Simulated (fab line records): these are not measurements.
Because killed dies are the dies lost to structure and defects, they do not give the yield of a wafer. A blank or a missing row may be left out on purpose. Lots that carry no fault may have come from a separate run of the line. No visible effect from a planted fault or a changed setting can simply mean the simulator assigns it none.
A lot that was struck, set against a sound lot :: flow sky130 :: 17 steps out of a route of 708
Sound: these wafers, L509.2, L509.3, L509.5. Wafers struck: L521.2, L521.3, L521.4. The cause is given at the end.
For every step that has rows: the tool of each side, followed by ch and its chambers, followed by its first start. Under that, the readings that differ: sound wafers :: struck wafers :: difference of the means :: sigmas: that difference in standard deviations of wafers without a fault.
alike: readings with means less than 2 such deviations apart, plus words and numbers identical on both sides. not compared: withheld readings, readings lacking a value on some wafer, bounds such as >300 that could conceal the same value, and numbers that have no deviation in the record and whose values overlap.
The two part at a step that has a row with sigmas, a row that says differs or no value, or rows on one side only. When numbers do not overlap yet have no deviation, they are printed without sigmas and do not part them. A reading missing from all wafers of one side parts the sides only when that side holds two or more wafers.

first, 1 step without rows for these wafers: SKY_VT_ADJUST_NCORE_IMPLANT_09.
SKY_VT_ADJUST_NCORE_STRIP_10: strips in O2/N2.
  sound on plasmaAsher-04 ch 0,1, day 11 23:05; struck on plasmaAsher-04 ch 0,1, day 15 02:55
  alike: drypumpMotorCurrentA, oesProductAu, stripTimeToEndpointS
  not compared: rfHoursCounterH
SKY_VT_ADJUST_NCORE_TW_MEAS_11:
  sound: filmMetro-01 at day 11 23:12; struck: filmMetro-02 at day 15 03:01
  alike: VT_ADJUST_NCORE_TW
then, 7 steps without rows for these wafers: SKY_VT_ADJUST_HVTR_DEHYDRATE_00 (time 60 s); SKY_VT_ADJUST_HVTR_HMDS_01 (prime time 60 s); SKY_VT_ADJUST_HVTR_COAT_02 (resist thk 1140 nm); SKY_VT_ADJUST_HVTR_SOFTBAKE_03 (time 60 s); SKY_VT_ADJUST_HVTR_EXPOSE_04 (exposes mask HVTRM, target cd 380 nm); SKY_VT_ADJUST_HVTR_PEB_05; SKY_VT_ADJUST_HVTR_DEVELOP_06 (develop time 60 s).
SKY_VT_ADJUST_HVTR_CD_MEAS_07 targets a cd of 380 nm.
  sound: cdSem-02 at day 12 22:45; struck: cdSem-01 at day 16 06:37
  alike: cdNm
SKY_VT_ADJUST_HVTR_OVL_MEAS_08:
  sound: overlay-01 at day 12 22:52; struck: overlay-01 at day 16 06:43
reading: VT_ADJUST_HVTR_OVL (nm)
sound: 1.7 1.8 2.3
struck: -1.9 -1.1 -3.2
difference: -4.0
sigmas: -3
SKY_VT_ADJUST_HVTR_IMPLANT_09:
  sound on implanter-04 ch 0, day 12 22:55; struck on implanter-01 ch 0, day 16 06:47
reading: doseIonsCm2
sound: 2.0989e+12 2.0986e+12 2.1018e+12
struck: 3.162e+11 3.145e+11 3.163e+11
difference: -1.784e+12
sigmas: -99 or more

reading: faradayCurrentUA
sound: 11.99 12.13 11.92
struck: 1.79 1.77 1.78
difference: -10.23
sigmas: -47
  alike: beamOnS
SKY_VT_ADJUST_HVTR_STRIP_10: strips in O2/N2.
  sound on plasmaAsher-02 ch 0,1, day 12 23:02; struck on plasmaAsher-03 ch 0,1, day 16 06:54
  alike: drypumpMotorCurrentA, oesProductAu, stripTimeToEndpointS
  not compared: rfHoursCounterH
SKY_VT_ADJUST_HVTR_TW_MEAS_11:
  sound: filmMetro-01 at day 12 23:09; struck: filmMetro-02 at day 16 07:01
reading: VT_ADJUST_HVTR_TW
sound: 210.1 209.4 211.0
struck: 126.6 126.3 126.5
difference: -83.7
sigmas: -42
then, 1 step without rows for these wafers: SKY_VT_ADJUST_PCH_DEHYDRATE_00 (time 60 s).
-- a jump in the record: the struck wafers' starts before and after are 35 days apart (it breaks off in module VT_ADJUST_PCH and resumes in module PAD_OPEN, where the first step shown is number 708 of the route) --
SKY_PAD_OPEN_PROBE_99:
  sound: prober-01 at day 48 16:37; struck: prober-01 at day 50 23:46
reading: model.etest.pfet_01v8_mvt.driveUaUm
sound: 144.1 145.7 144.2
struck: 129.7 127.2 125.2
difference: -17.3
sigmas: 

reading: model.etest.pfet_01v8_mvt.offLog10AUm
sound: -11.16 -11.1 -11.31
struck: -12.68 -12.67 -12.62
difference: -1.47
sigmas: 

reading: model.etest.pfet_01v8_mvt.vtSatV (V)
sound: -0.5992 -0.6011 -0.6075
struck: -0.7411 -0.7432 -0.7462
difference: -0.1409
sigmas: 

reading: model.etest.pfet_01v8_mvt.vtV (V)
sound: -0.6813 -0.6822 -0.689
struck: -0.7978 -0.7971 -0.7991
difference: -0.1138
sigmas: 

reading: model.etest.pfet_01v8_mvt.vtLongV (V)
sound: -0.8841 -0.8862 -0.8977
struck: -0.9895 -0.9886 -0.9882
difference: -0.0994
sigmas: 

reading: model.etest.pfet_01v8_mvt.bodyRiseV (V)
sound: -0.1882 -0.1827 -0.1856
struck: -0.1885 -0.1917 -0.1898
difference: -0.0045
sigmas: 
  alike: killed_at_M0_to_M3, killed_at_M4_up, killedAtContacts, killedAtFrontEnd, killedAtOther, killedDies, killedOpen, killedShort

## WHERE THEY PART
At SKY_VT_ADJUST_HVTR_OVL_MEAS_08 first; at SKY_VT_ADJUST_HVTR_TW_MEAS_11 last (within this record only). Later steps at which nothing parts them and some readings are alike: SKY_PAD_OPEN_PROBE_99.

WHY: what the simulator had put in
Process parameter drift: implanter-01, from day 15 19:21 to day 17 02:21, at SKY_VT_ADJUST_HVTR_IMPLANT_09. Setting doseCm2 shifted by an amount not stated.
